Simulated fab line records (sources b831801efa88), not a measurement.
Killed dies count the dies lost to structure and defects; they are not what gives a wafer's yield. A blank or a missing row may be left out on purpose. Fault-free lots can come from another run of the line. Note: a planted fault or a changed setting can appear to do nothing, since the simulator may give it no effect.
Which tool is to blame? || flow gf180mcu || 14 lots with 41 wafers sampled at 3 steps, on a route of 602 steps

== WHAT THE GAUGES SHOWED, per wafer ==
GF_HV_LDD_CD_MEAS_07 targets a cd of 400 nm.
{"lot": "L684", "measured": "day 9 20:50", "on": "cd-sem-02", "cd-nm (nm)": "397.9 399.5 399.3"}
{"lot": "L685", "measured": "day 10 11:30", "on": "cd-sem-02", "cd-nm (nm)": "398.2 396.8 398.7"}
{"lot": "L686", "measured": "day 10 17:04", "on": "cd-sem-02", "cd-nm (nm)": "396.8 395.5 395.6"}
{"lot": "L689", "measured": "day 11 12:34", "on": "cd-sem-01", "cd-nm (nm)": "402.1 403.0 400.1"}
{"lot": "L690", "measured": "day 11 18:23", "on": "cd-sem-01", "cd-nm (nm)": "403.5 405.4 405.0"}
{"lot": "L691", "measured": "day 12 04:50", "on": "cd-sem-02", "cd-nm (nm)": "400.0 401.4 401.7"}
{"lot": "L692", "measured": "day 12 10:47", "on": "cd-sem-02", "cd-nm (nm)": "401.2 403.6 404.1"}
{"lot": "L694", "measured": "day 13 01:35", "on": "cd-sem-02", "cd-nm (nm)": "403.2 402.0 402.2"}
{"lot": "L695", "measured": "day 13 08:39", "on": "cd-sem-01", "cd-nm (nm)": "395.2 397.3 398.2"}
{"lot": "L696", "measured": "day 13 16:18", "on": "cd-sem-01", "cd-nm (nm)": "398.4 400.6"}
{"lot": "L697", "measured": "day 13 23:21", "on": "cd-sem-01", "cd-nm (nm)": "403.3 401.7 402.8"}
{"lot": "L702", "measured": "day 15 17:43", "on": "cd-sem-02", "cd-nm (nm)": "398.3 398.7 401.1"}
{"lot": "L703", "measured": "day 16 01:04", "on": "cd-sem-02", "cd-nm (nm)": "404.7 404.1 405.3"}
{"lot": "L705", "measured": "day 16 11:32", "on": "cd-sem-01", "cd-nm (nm)": "401.1 398.5 399.9"}

GF_NSD_CD_MEAS_07 targets a cd of 400 nm.
{"lot": "L684", "measured": "day 13 04:16", "on": "cd-sem-01", "cd-nm (nm)": "398.8 394.5 396.9"}
{"lot": "L685", "measured": "day 13 20:42", "on": "cd-sem-01", "cd-nm (nm)": "398.2 399.6 400.1"}
{"lot": "L686", "measured": "day 14 02:04", "on": "cd-sem-01", "cd-nm (nm)": "397.6 400.2 400.4"}
{"lot": "L689", "measured": "day 15 00:41", "on": "cd-sem-02", "cd-nm (nm)": "401.2 398.5 399.4"}
{"lot": "L690", "measured": "day 15 06:47", "on": "cd-sem-02", "cd-nm (nm)": "401.6 399.2 400.5"}
{"lot": "L691", "measured": "day 15 19:53", "on": "cd-sem-01", "cd-nm (nm)": "400.8 400.4 399.3"}
{"lot": "L692", "measured": "day 16 01:43", "on": "cd-sem-02", "cd-nm (nm)": "399.6 398.5 401.1"}
{"lot": "L694", "measured": "day 16 17:08", "on": "cd-sem-02", "cd-nm (nm)": "400.3 401.3 402.0"}
{"lot": "L695", "measured": "day 17 02:08", "on": "cd-sem-02", "cd-nm (nm)": "402.8 402.8 405.3"}
{"lot": "L696", "measured": "day 17 11:38", "on": "cd-sem-02", "cd-nm (nm)": "402.2 399.6"}
{"lot": "L697", "measured": "day 17 18:20", "on": "cd-sem-02", "cd-nm (nm)": "397.7 399.2 397.0"}
{"lot": "L702", "measured": "day 19 18:18", "on": "cd-sem-01", "cd-nm (nm)": "395.5 399.1 398.2"}
{"lot": "L703", "measured": "day 20 04:49", "on": "cd-sem-01", "cd-nm (nm)": "396.8 399.6 400.3"}
{"lot": "L705", "measured": "day 20 13:26", "on": "cd-sem-02", "cd-nm (nm)": "401.6 398.6 402.0"}

== EACH LOT AND THE TOOL THAT RAN IT (in order: tool; ch and the chambers of the sampled wafers; start) ==
{"lot": "L684", "GF_STI_ETCH_14": "rie-si-01 ch 1,2,3, day 2 00:52"}
{"lot": "L685", "GF_STI_ETCH_14": "rie-si-02 ch 1,3, day 2 07:55"}
{"lot": "L686", "GF_STI_ETCH_14": "rie-si-02 ch 0,3, day 2 12:31"}
{"lot": "L689", "GF_STI_ETCH_14": "rie-si-01 ch 0,2,3, day 3 02:35"}
{"lot": "L690", "GF_STI_ETCH_14": "rie-si-01 ch 1,2,3, day 3 08:37"}
{"lot": "L691", "GF_STI_ETCH_14": "rie-si-01 ch 0,1,2, day 3 14:25"}
{"lot": "L692", "GF_STI_ETCH_14": "rie-si-02 ch 1,2, day 3 17:40"}
{"lot": "L694", "GF_STI_ETCH_14": "rie-si-02 ch 0,2,3, day 4 05:23"}
{"lot": "L695", "GF_STI_ETCH_14": "rie-si-02 ch 1,2,3, day 4 09:47"}
{"lot": "L696", "GF_STI_ETCH_14": "rie-si-02 ch 1,3, day 4 15:20"}
{"lot": "L697", "GF_STI_ETCH_14": "rie-si-01 ch 0,1, day 4 20:52"}
{"lot": "L702", "GF_STI_ETCH_14": "rie-si-01 ch 0,1,3, day 5 23:52"}
{"lot": "L703", "GF_STI_ETCH_14": "rie-si-01 ch 0,2,3, day 6 03:14"}
{"lot": "L705", "GF_STI_ETCH_14": "rie-si-01 ch 0,1,2, day 6 13:49"}
- GF_STI_ETCH_14: etches Si in HBr/Cl2/O2, target depth 360 nm, time 102.9 s.

== AS READ BY THE TOOLS THEMSELVES (means over the sampled wafers that have a number; for cases with no such wafer, the mark the record gives instead) ==
GF_STI_ETCH_14.
{"lot": "L684", "tool": "rie-si-01", "drypump-motor-current-A (A)": 5.3, "oes-product-au (a.u.)": 1.002, "run-length-s (s)": 131.2, "throttle-valve-pct (%)": 25.655}
{"lot": "L685", "tool": "rie-si-02", "drypump-motor-current-A (A)": 6.0, "oes-product-au (a.u.)": 1.001, "run-length-s (s)": 131.6, "throttle-valve-pct (%)": 25.660}
{"lot": "L686", "tool": "rie-si-02", "drypump-motor-current-A (A)": 6.0, "oes-product-au (a.u.)": 1.002, "run-length-s (s)": 131.1, "throttle-valve-pct (%)": 25.653}
{"lot": "L689", "tool": "rie-si-01", "drypump-motor-current-A (A)": 5.3, "oes-product-au (a.u.)": 0.999, "run-length-s (s)": 131.3, "throttle-valve-pct (%)": 25.659}
{"lot": "L690", "tool": "rie-si-01", "drypump-motor-current-A (A)": 5.3, "oes-product-au (a.u.)": 0.996, "run-length-s (s)": 131.1, "throttle-valve-pct (%)": 25.665}
{"lot": "L691", "tool": "rie-si-01", "drypump-motor-current-A (A)": 5.0, "oes-product-au (a.u.)": 0.997, "run-length-s (s)": 131.2, "throttle-valve-pct (%)": 25.657}
{"lot": "L692", "tool": "rie-si-02", "drypump-motor-current-A (A)": 5.9, "oes-product-au (a.u.)": 1.008, "run-length-s (s)": 131.8, "throttle-valve-pct (%)": 25.652}
{"lot": "L694", "tool": "rie-si-02", "drypump-motor-current-A (A)": 6.0, "oes-product-au (a.u.)": 1.003, "run-length-s (s)": 133.0, "throttle-valve-pct (%)": 25.657}
{"lot": "L695", "tool": "rie-si-02", "drypump-motor-current-A (A)": 6.0, "oes-product-au (a.u.)": 0.997, "run-length-s (s)": 133.2, "throttle-valve-pct (%)": 25.660}
{"lot": "L696", "tool": "rie-si-02", "drypump-motor-current-A (A)": 5.9, "oes-product-au (a.u.)": 1.004, "run-length-s (s)": 134.7, "throttle-valve-pct (%)": 25.657}
{"lot": "L697", "tool": "rie-si-01", "drypump-motor-current-A (A)": 4.7, "oes-product-au (a.u.)": 0.993, "run-length-s (s)": 130.8, "throttle-valve-pct (%)": 25.661}
{"lot": "L702", "tool": "rie-si-01", "drypump-motor-current-A (A)": 5.0, "oes-product-au (a.u.)": 0.999, "run-length-s (s)": 130.8, "throttle-valve-pct (%)": 25.663}
{"lot": "L703", "tool": "rie-si-01", "drypump-motor-current-A (A)": 5.3, "oes-product-au (a.u.)": 0.996, "run-length-s (s)": 131.4, "throttle-valve-pct (%)": 25.654}
{"lot": "L705", "tool": "rie-si-01", "drypump-motor-current-A (A)": 5.0, "oes-product-au (a.u.)": 0.996, "run-length-s (s)": 131.3, "throttle-valve-pct (%)": 25.656}

== THE ANSWER, worked out from the rows above alone ==
Rule: what is usual is taken from the lots themselves. The widest of any qualifying gaps counts: lots, ordered by their means at a reading, are off when they make up no more than a third of the lots, leave a main group of 4 or more, and stand apart from it by 3 or more times the standard deviation of that group's means. Not used: any main group whose means are identical at the precision the tables above print for the reading. Also off: a lot with no number at a reading for which 4 or more lots have one. Any other lot the step has rows for is counted as sound. The gauges are gone through in route order, then the tools' own readings, and for those a lot's mean is taken as printed above. At the first step where some lot is off, the reading lying furthest off is the one used; lots without a number count as furthest.
Off, at GF_STI_ETCH_14 on run-length-s: L694, L695, L696. The main group: mean 131.2 s, standard deviation 0.29.
A tool fits if, at that step or a process step before it, it ran every lot that is off, and no sound lot after the first of them. One candidate fits, namely rie-si-02 at GF_STI_ETCH_14. A fault onset in the window from L692 (day 3 17:40, its last sound lot) to L694 (day 4 05:23, its first lot off) fits.
The tool's own readings at GF_STI_ETCH_14 bear it out: on the lots that are off they differ by more than 5 times the standard deviation of the sound lots' means. run-length-s reads 133.6 s there against 131.2 s on the sound lots.

== WHAT THE SIMULATOR HAD INSERTED ==
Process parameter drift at GF_STI_ETCH_14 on rie-si-02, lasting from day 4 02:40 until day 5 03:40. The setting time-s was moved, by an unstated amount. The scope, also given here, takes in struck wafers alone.
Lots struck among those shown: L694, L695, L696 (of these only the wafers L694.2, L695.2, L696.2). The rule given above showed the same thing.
